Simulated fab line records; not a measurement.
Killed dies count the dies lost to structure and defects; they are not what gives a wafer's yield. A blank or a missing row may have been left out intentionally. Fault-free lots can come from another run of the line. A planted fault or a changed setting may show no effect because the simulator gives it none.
fab line records | flow sky130
record: lots: 14 wafers: 42 last_day: 50
route steps=708 shown SONOS_ONO@177 PAD_OPEN@708
lots that met no fault: from a run of the same line without faults
start_h: hours from the record's first day to the start of the lot's first wafer shown | wait_h: time in hours since the lot's previous step | " unchanged from the row above | L1.1+2: a single row standing in for several wafers | - value missing, or start not given | * or withheld: withheld | < > ~ a bound
route shown NAME@n: names a module that has steps shown in the file, with the first one's number in the route | usual: mean and standard deviation over wafers with no fault | same: alike in all rows | chamber/n: place in a boat | sites: readings site by site | _std_site: how widely they spread, as a standard deviation | _edge_site: mean of outer sites minus mean of inner sites | radius_mm: for every site, how far away it sits from the centre of the wafer | mask NAME#n: copy n | behind: the tool/chamber that last shaped the wafer | hold: reason for holding the lot/hours on hold/outcome of the hold | device: transistor that didn't switch, given as n, p or np | end of line: the route-end tests of the same wafers | for a step that has no rows: nothing shown but its recipe | killed: not the wafer's yield, but the dies lost to structure and defects at the first sort | map: a wafer's dies, marking killed ones x, the rest . and places with no die _
set.NAME: the setting as run; set.NAME@STEP: as run at that earlier step | model.NAME: the simulator's own value behind a step, which no gauge read
the route's steps for a sample of lots (tables are steps, rows are wafers)
services: the hour from which a tool's chamber was out of use, counted from the record's first day as start_h (under 0 if before that day), plus the number of hours and why
== steps ==
step: SKY_SONOS_ONO_SOFTBAKE_09
recipe: temp_c: 90 time_s: 60 resist: NOVOLAK
usual: heater_power_total_W: 56.60/0.041 resist_line_temp_C: 23.02/0.12 run_length_s: 89.30/0.17
columns lot.wafer tool chamber start_h wait_h heater_power_total_W resist_line_temp_C run_length_s
L371.1 litho_track-03 0 262.45 0.1 56.64 22.99 89.13
L371.4 " 0 " " 56.62 23.16 89.55
L371.6 " 0 " " 56.57 22.88 89.43
L372.1 litho_track-02 0 270.95 0.1 56.64 22.99 89.55
L372.3 " 0 " " 56.60 23.12 89.39
L372.4 " 0 " " 56.64 23.09 89.70
L375.1 litho_track-02 0 291.20 0.1 56.57 23.06 89.60
L375.3 " 0 " " 56.58 23.07 89.35
L375.5 " 0 " " 56.64 22.98 89.43
L376.2 litho_track-02 0 301.47 0.1 58.09 23.09 84.83
L376.3 " 0 " " 58.08 22.94 84.96
L376.4 " 0 " " 58.16 23.17 84.72
L378.2 litho_track-03 0 314.97 0.1 56.62 23.06 89.14
L378.4 " 0 " " 56.57 23.16 89.36
L378.5 " 0 " " 56.61 23.02 89.33
L379.2 litho_track-02 0 325.62 0.1 58.04 22.79 84.74
L379.4 " 0 " " 58.14 22.86 84.76
L379.6 " 0 " " 58.13 22.88 84.71
L384.1 litho_track-03 0 367.40 0.1 56.68 22.95 89.25
L384.2 " 0 " " 56.55 23.01 89.46
L384.4 " 0 " " 56.62 22.78 89.30
L385.2 litho_track-01 0 378.11 0.1 56.57 22.82 89.38
L385.3 " 0 " " 56.69 22.81 89.46
L385.4 " 0 " " 56.53 23.08 89.17
L386.2 litho_track-01 0 382.06 0.1 56.60 23.02 89.19
L386.3 " 0 " " 56.59 23.09 89.13
L386.6 " 0 " " 56.60 22.92 89.31
L389.1 litho_track-01 0 403.94 0.1 56.62 22.86 89.12
L389.2 " 0 " " 56.60 23.02 89.07
L389.4 " 0 " " 56.57 22.77 89.30
L390.1 litho_track-02 0 422.40 0.1 56.59 23.13 89.38
L390.2 " 0 " " 56.64 23.01 89.34
L390.5 " 0 " " 56.63 23.00 89.40
L391.3 litho_track-03 0 431.95 0.1 56.61 23.24 89.27
L391.5 " 0 " " 56.55 23.06 89.31
L391.6 " 0 " " 56.63 23.16 89.40
L392.1 litho_track-02 0 441.80 0.1 56.59 22.95 89.56
L392.3 " 0 " " 56.59 22.85 89.47
L392.6 " 0 " " 56.62 22.96 89.57
L394.1 litho_track-03 0 474.50 0.1 56.63 23.04 89.30
L394.2 " 0 " " 56.55 23.18 89.46
L394.4 " 0 " " 56.57 23.18 89.37
step: SKY_PAD_OPEN_PROBE_99
usual: killed_at_M0_to_M3: 44/7.2 killed_at_M4_up: 3.4/2.1 killed_at_contacts: 24/5.5 killed_at_front_end: 15/4.6 killed_at_other: 0.4/0.64 killed_dies: 86/9.1 killed_open: 47/7.5 killed_short: 39/5.8
same: gross_dies: 492 killed_at_back_side: 0
columns lot.wafer tool chamber start_h wait_h killed_at_M0_to_M3 killed_at_M4_up killed_at_contacts killed_at_front_end killed_at_other killed_dies killed_open killed_short
L378.2 prober-02 - 1116.87 0.1 39 3 20 17 0 79 41 38
L378.4 prober-02 - 1116.97 0.2 41 7 25 20 0 93 49 44
L378.5 prober-02 - 1117.02 0.2 37 6 29 16 1 89 48 41
L379.2 prober-01 - 1122.18 0.1 56 7 10 13 0 86 57 29
L379.4 prober-01 - 1122.28 0.2 35 0 32 15 1 83 41 42
L379.6 prober-01 - 1122.38 0.2 36 1 18 18 1 74 40 33
L384.1 prober-01 - 1148.51 0.1 51 1 28 18 1 99 55 43
L384.2 prober-01 - 1148.56 0.1 50 5 27 12 0 94 53 41
L384.4 prober-01 - 1148.66 0.2 43 4 28 15 2 92 54 36
L391.3 prober-01 - 1186.44 0.2 55 1 27 9 1 93 54 38
L391.5 prober-01 - 1186.54 0.2 33 2 26 11 0 72 39 33
L391.6 prober-01 - 1186.59 0.2 46 4 20 9 0 79 33 46
killed by level:class
L378.2 CONTACT:geometric_particle:open=8 VIA2:geometric_particle:open=7 VIA1:geometric_particle:open=6 METAL3:geometric_particle:short=6 POLY_GATE:geometric_particle:open=5 LI_CONTACT:geometric_particle:open=5 VIA1:geometric_particle:short=5 LOCAL_INTERCONNECT:geometric_particle:short=4
L378.4 VIA1:geometric_particle:open=15 CONTACT:geometric_particle:open=8 METAL2:geometric_particle:short=6 FIELD_ISO:geometric_particle:open=5 CONTACT:geometric_particle:short=5 LOCAL_INTERCONNECT:geometric_particle:short=5 METAL4:geometric_particle:short=5 METAL1:geometric_particle:short=4
L378.5 CONTACT:geometric_particle:open=15 VIA1:geometric_particle:open=9 POLY_GATE:geometric_particle:open=6 METAL1:geometric_particle:short=6 METAL4:geometric_particle:short=6 LI_CONTACT:geometric_particle:open=5 LOCAL_INTERCONNECT:geometric_particle:short=5 FIELD_ISO:geometric_particle:short=4
L379.2 VIA1:geometric_particle:open=13 VIA2:geometric_particle:open=9 FIELD_ISO:geometric_particle:open=8 VIA3:geometric_particle:open=8 METAL2:geometric_particle:short=6 CONTACT:geometric_particle:open=5 VIA2:geometric_particle:short=4 METAL3:geometric_particle:short=4
L379.4 CONTACT:geometric_particle:open=9 VIA3:geometric_particle:open=7 LI_CONTACT:geometric_particle:short=6 FIELD_ISO:geometric_particle:open=5 LOCAL_INTERCONNECT:geometric_particle:short=5 CONTACT:geometric_particle:short=5 METAL1:geometric_particle:short=5 METAL2:geometric_particle:short=5
L379.6 VIA1:geometric_particle:open=9 METAL2:geometric_particle:short=7 CONTACT:geometric_particle:open=6 LI_CONTACT:geometric_particle:open=5 METAL1:geometric_particle:short=5 VIA3:geometric_particle:open=5 FIELD_ISO:geometric_particle:short=4 FIELD_ISO:geometric_particle:open=4
L384.1 VIA1:geometric_particle:open=13 CONTACT:geometric_particle:open=10 VIA3:geometric_particle:open=7 POLY_GATE:geometric_particle:short=6 LI_CONTACT:geometric_particle:open=6 VIA1:geometric_particle:short=6 CONTACT:geometric_particle:short=6 METAL1:geometric_particle:short=6
L384.2 CONTACT:geometric_particle:open=13 VIA1:geometric_particle:open=13 VIA2:geometric_particle:open=7 METAL2:geometric_particle:short=5 LI_CONTACT:geometric_particle:open=5 POLY_GATE:geometric_particle:open=4 POLY_GATE:geometric_particle:short=4 CONTACT:geometric_particle:short=4
L384.4 CONTACT:geometric_particle:open=9 VIA1:geometric_particle:open=9 VIA2:geometric_particle:open=9 VIA3:geometric_particle:open=8 LI_CONTACT:geometric_particle:open=7 POLY_GATE:geometric_particle:open=6 METAL2:geometric_particle:short=6 LOCAL_INTERCONNECT:geometric_particle:short=5
L391.3 VIA1:geometric_particle:open=15 CONTACT:geometric_particle:open=10 VIA3:geometric_particle:open=8 VIA2:geometric_particle:open=7 LI_CONTACT:geometric_particle:open=6 METAL2:geometric_particle:short=6 VIA3:geometric_particle:short=5 LOCAL_INTERCONNECT:geometric_particle:short=5
L391.5 CONTACT:geometric_particle:open=10 LI_CONTACT:geometric_particle:open=6 VIA1:geometric_particle:open=5 METAL2:geometric_particle:short=5 POLY_GATE:geometric_particle:open=4 METAL1:geometric_particle:short=4 VIA2:geometric_particle:open=4 VIA3:geometric_particle:short=4
L391.6 LI_CONTACT:geometric_particle:open=8 VIA1:geometric_particle:open=8 VIA1:geometric_particle:short=7 METAL2:geometric_particle:short=7 VIA2:geometric_particle:short=6 METAL3:geometric_particle:short=4 VIA3:geometric_particle:open=4 METAL4:geometric_particle:short=4
== services ==
columns tool chamber start_h hours kind
litho_track-02 - 348.06 - consumable_replace:filter
== key ==
first_sign: step: SKY_SONOS_ONO_SOFTBAKE_09 reading: heater_power_total_W direction: up sigmas: 37 usual: * struck: *
effect: step: SKY_SONOS_ONO_SOFTBAKE_09 reading: run_length_s direction: down sigmas: 26 usual: * struck: *
met_at SKY_SONOS_ONO_SOFTBAKE_09
struck_lots L376,L379
tester_left_out L376,L379
onset_between 291.20 301.47
fault: kind: process_parameter_drift tool: litho_track-02 chamber: - onset_h: 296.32 steps: SKY_SONOS_ONO_SOFTBAKE_09 channel: time_s offset: * shape: step end_h: 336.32 acts_in: * stated: *
tester_left_out: of these lots the tester's yield and bins aren't shown, on N5 and GAA mostly nor the transistor test; their killed dies are dies lost to structure and defects alone, not to doping, threshold or leakage, so they don't give the yield
